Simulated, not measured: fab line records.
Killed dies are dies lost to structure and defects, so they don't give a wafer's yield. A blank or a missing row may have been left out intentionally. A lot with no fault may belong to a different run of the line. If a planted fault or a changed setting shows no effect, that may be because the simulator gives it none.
Matching of chambers | flow gf180mcu | GF_V4_CVD_02 on pecvd-03 has 3 sister chambers
The step deposits SiO2 from TEOS, target thk 850 nm, time 94.851 s. 6 wafers are shown with their chamber, then 10 later ones without.

WAFERS, EACH WITH ITS CHAMBER
wafer  | chamber | heater-power-w (W)
L076.5 | 0       | 522
L090.5 | 0       | 655
L091.2 | 1       | 742
L091.3 | 1       | 810
L091.4 | 2       | 673
L091.5 | 2       | 706

WAFERS WITHOUT THEIR CHAMBER
wafer  | heater-power-w (W)
L091.6 | 852
L094.2 | 609
L094.4 | 637
L094.6 | 636
L095.3 | 861
L095.4 | 710
L095.5 | 879
L097.2 | 697
L097.3 | 673
L097.5 | 875

EACH ONE'S CHAMBER
wafer  | from the rows above          | in truth
L091.6 | can't be placed: 1 or 2      | 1
L094.2 | can't be placed: 0 or 2      | 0
L094.4 | can't be placed: 0 or 2 or 1 | 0
L094.6 | can't be placed: 0 or 2 or 1 | 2
L095.3 | can't be placed: 1 or 2      | 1
L095.4 | can't be placed: 2 or 1 or 0 | 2
L095.5 | can't be placed: 1 or 2      | 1
L097.2 | can't be placed: 2 or 1 or 0 | 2
L097.3 | can't be placed: 2 or 0 or 1 | 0
L097.5 | can't be placed: 1 or 2      | 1
Correct placement for 0 of the 10. Can't be placed from these rows: 10 (the true chamber is among the candidates in 10). Placed wrongly: 0.
How it was worked out, from the rows above alone: a wafer's distance from a chamber is the root of the sum, over the readings, of the square of ((its reading less the chamber's mean) divided by the reading's scatter). The wafer belongs to the nearest chamber; if the next one is less than 2 further off, it can't be placed. The mean given for a chamber averages the wafers shown for that chamber. How the scatter is found: for the shown wafers, subtract from each reading the mean of its chamber, square and add these, divide the total by (wafers less chambers), then take the root.
